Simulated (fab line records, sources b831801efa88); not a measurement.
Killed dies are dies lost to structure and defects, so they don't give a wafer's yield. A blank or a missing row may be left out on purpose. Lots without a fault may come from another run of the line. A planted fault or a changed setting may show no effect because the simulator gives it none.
Problem report in the 8D (eight disciplines) form, filled by code | flow gf180mcu | the parts of the form that need people (team, actions taken, sign-off) are left out

1. THE PROBLEM
MVSD_RS at GF_VT_IMPLANT_RS_MEAS_46 reads a mean of 417.4 ohm/sq on 6 wafers of 2 lots; wafers without a fault read 456.6 ohm/sq with a standard deviation of 1.1. That is -36 standard deviations from the usual mean.
The step: measures by four-point-probe.
First seen on wafer L397.1, day 8 07:31, on film_metro-02. The record holds 36 wafers of 12 lots with a number at this step. Rule for "out", or "out of limits": more than 4 standard deviations from the usual mean. The other wafers with a number count as sound.

2. WHAT IT IS AND WHAT IT IS NOT
question                    | is                           | is not
which readings at this step | MVSD_RS                      | -
which lots                  | L397, L399                   | L394, L395, L396, L407, L409, L410, L412, L414, L416, L417
which wafers of those lots  | all that have a number       | -
read on which gauges        | film_metro-01, film_metro-02 | film_metro-03
when                        | from day 8 07:31             | up to then (9 sound wafers); but 21 sound wafers of L407, L409, L410, L412, L414, L416, L417 came after

3. SUSPECTS, AND WHAT RULES EACH OUT
Counting: a tool at a process step up to the reading stays a suspect if it ran every lot that is out and no sound lot after the first of them.
- the gauge at GF_VT_IMPLANT_RS_MEAS_46: ruled out. The wafers that are out were read on 2 gauges (film_metro-01, film_metro-02).
- plasma_asher-03 at GF_DNWELL_STRIP_08 (strips in O2/N2): kept. It ran every lot that is out, first L397 (day 3 12:32), and no sound lot after that; its last sound lot up to then is L396 (day 3 08:13).
- implanter-03 at GF_MVSD_IMPLANT_09: ruled out as a lasting fault. Sound lots L414, L417 ran on it after its first lot that is out, L397 (day 5 04:49).
Left after counting: plasma_asher-03 at GF_DNWELL_STRIP_08.

4. THE CAUSE (what the simulator had put in)
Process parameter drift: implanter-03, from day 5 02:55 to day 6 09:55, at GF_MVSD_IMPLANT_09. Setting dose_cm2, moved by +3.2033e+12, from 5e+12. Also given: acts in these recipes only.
Counting ruled it out, wrongly: the rule takes a fault to strike every lot that its tool runs from its start on, and this one did not.

5. THE CHAIN OF EFFECTS, in route order
Each row: a reading whose mean over the struck wafers that have a number lies more than 3 standard deviations from the usual. Only readings for which the record gives a usual standard deviation are gone through. hours: the time from each lot's start at the first step in this table that gives one to its start at this step, as a median over the lots. sigmas: the change in usual standard deviations.
hours | step                     | reading            | usual        | on struck wafers | change | sigmas
0     | GF_MVSD_IMPLANT_09       | dose_ions_cm2      | 5e+12        | 8e+12            | +3e+12 | +99 or more
0     | GF_MVSD_IMPLANT_09       | faraday_current_uA | 28.1         | 46.0             | +17.9  | +33
77    | GF_VT_IMPLANT_RS_MEAS_46 | MVSD_RS            | 456.6 ohm/sq | 417.4            | -39.2  | -36
The process steps in it:
- GF_MVSD_IMPLANT_09

6. WHAT WOULD HAVE CAUGHT IT SOONER
In this record the first reading out of limits at a measuring or inspecting step was taken at day 8 07:31, 77 hours after the fault began at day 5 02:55.
The tool's own readings at GF_MVSD_IMPLANT_09 were out on every struck wafer that the step has a row for (dose_ions_cm2, faraday_current_uA): an alarm limit on them would have fired on the first of those.
